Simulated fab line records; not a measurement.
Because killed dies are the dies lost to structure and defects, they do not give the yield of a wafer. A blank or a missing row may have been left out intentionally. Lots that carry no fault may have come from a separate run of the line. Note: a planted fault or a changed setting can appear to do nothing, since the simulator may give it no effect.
Which of the tools did it? -- flow gf180mcu -- Sampling: 12 lots, 36 wafers, 3 of 602 route steps

== WHAT THE GAUGES READ, wafer by wafer ==
GF_TOP_METAL_THK_MEAS_06: measures by xrf. Usual: for TOP_METAL_ALCU_THK the level is 893 nm and the standard deviation is 12.
lot,measured,on,TOP_METAL_ALCU_THK (nm),flag
L828,day 26 22:04,film metro-02,884 877 889,
L829,day 27 09:38,film metro-02,883 882 888,
L830,day 27 21:51,film metro-04,903 907 895,
L831,day 28 01:07,film metro-03,878 883 886,
L832,day 28 10:20,film metro-04,914 892 916,
L835,day 29 16:43,film metro-02,892 882 872,
L838,day 30 10:19,film metro-04,900 900 898,
L839,day 30 18:11,film metro-02,883 882 888,
L840,day 30 20:14,film metro-03,891 896 902,
L841,day 31 08:29,film metro-03,902 903 900,
L846,day 32 20:17,film metro-02,891 877 885,
L847,day 32 20:38,film metro-02,912 899 911,

== WHAT TOOL EACH LOT RAN ON (gives the tool, then ch and the chambers of the sampled wafers, and finally the start) ==
lot,GF_MIM_SPUTTER_03,GF_M5_STRIP_11
L828,"pvd sputter-02, day 24 03:32","plasma asher-03 ch 0,1, day 25 22:09"
L829,"pvd sputter-04, day 24 15:28","plasma asher-04 ch 0,1, day 26 09:39"
L830,"pvd sputter-04, day 25 05:02","plasma asher-02 ch 0,1, day 26 22:43"
L831,"pvd sputter-01, day 25 08:52","plasma asher-02 ch 0,1, day 27 02:28"
L832,"pvd sputter-04, day 25 15:33","plasma asher-04 ch 0,1, day 27 12:03"
L835,"pvd sputter-02, day 27 01:37","plasma asher-02 ch 0,1, day 28 18:24"
L838,"pvd sputter-02, day 27 20:54","plasma asher-04 ch 0,1, day 29 12:51"
L839,"pvd sputter-02, day 28 05:37","plasma asher-03 ch 0,1, day 29 21:03"
L840,"pvd sputter-02, day 28 08:23","plasma asher-02 ch 0,1, day 29 22:41"
L841,"pvd sputter-04, day 28 20:47","plasma asher-03 ch 0,1, day 30 11:17"
L846,"pvd sputter-02, day 30 12:16","plasma asher-04 ch 0,1, day 32 00:36"
L847,"pvd sputter-02, day 30 13:37","plasma asher-04 ch 0,1, day 32 00:57"
- GF_MIM_SPUTTER_03: material Ti, target thk 10 nm, time 6.7 s.
- GF_M5_STRIP_11: strips in O2/N2.

== AS READ BY THE TOOLS THEMSELVES (means over the sampled wafers that have a number; for cases with no such wafer, the mark the record gives instead) ==
GF_MIM_SPUTTER_03. Usual: substrate temp c 299.99 C, standard deviation 0.18; throttle valve pct 30.2 %, standard deviation 0.9.
lot,tool,substrate temp c (C),throttle valve pct (%),flag
L828,pvd sputter-02,299.98,29.8,
L829,pvd sputter-04,300.06,30.9,
L830,pvd sputter-04,299.84,31.0,
L831,pvd sputter-01,299.86,30.0,
L832,pvd sputter-04,299.77,30.7,
L835,pvd sputter-02,300.00,29.8,
L838,pvd sputter-02,299.97,29.2,
L839,pvd sputter-02,299.96,29.8,
L840,pvd sputter-02,299.99,29.8,
L841,pvd sputter-04,299.95,30.0,
L846,pvd sputter-02,300.01,29.3,
L847,pvd sputter-02,299.91,29.8,

GF_M5_STRIP_11. Usual: drypump motor current A 6.04 A, standard deviation 0.15; heater power w 317 W, standard deviation 27; oes product au 0.543 a.u., standard deviation 0.0048; strip time to endpoint s 7.52 s, standard deviation 0.036.
lot,tool,drypump motor current A (A),heater power w (W),oes product au (a.u.),strip time to endpoint s (s),flag
L828,plasma asher-03,5.89,296,0.545,7.51,
L829,plasma asher-04,6.10,302,0.540,7.44,
L830,plasma asher-02,6.03,362,0.548,7.58,
L831,plasma asher-02,6.04,359,0.542,7.54,
L832,plasma asher-04,6.12,296,0.544,7.53,
L835,plasma asher-02,6.06,346,0.545,7.53,
L838,plasma asher-04,6.14,302,0.547,7.54,
L839,plasma asher-03,5.79,306,0.542,7.53,
L840,plasma asher-02,6.05,363,0.537,7.51,
L841,plasma asher-03,5.79,307,0.541,7.48,
L846,plasma asher-04,6.15,305,0.544,7.53,
L847,plasma asher-04,6.16,305,0.543,7.52,

== THE ANSWER, worked out from the rows above alone ==
Rule: lot off if the mean of its wafers having a number is beyond 3 standard deviations from the usual mean. A lot without any number at a reading at which 4 lots or more have one is off too. Any other lot the step has rows for is counted as sound. After the gauges, taken in route order, come the tools' own readings; for these a lot's mean is taken, as printed above. At the first step where some lot is off, the reading lying furthest off is the one used; lots without a number count as furthest.
Nothing can be told from this: no lot is off at any reading shown.

== WHAT WAS PUT IN BY THE SIMULATOR ==
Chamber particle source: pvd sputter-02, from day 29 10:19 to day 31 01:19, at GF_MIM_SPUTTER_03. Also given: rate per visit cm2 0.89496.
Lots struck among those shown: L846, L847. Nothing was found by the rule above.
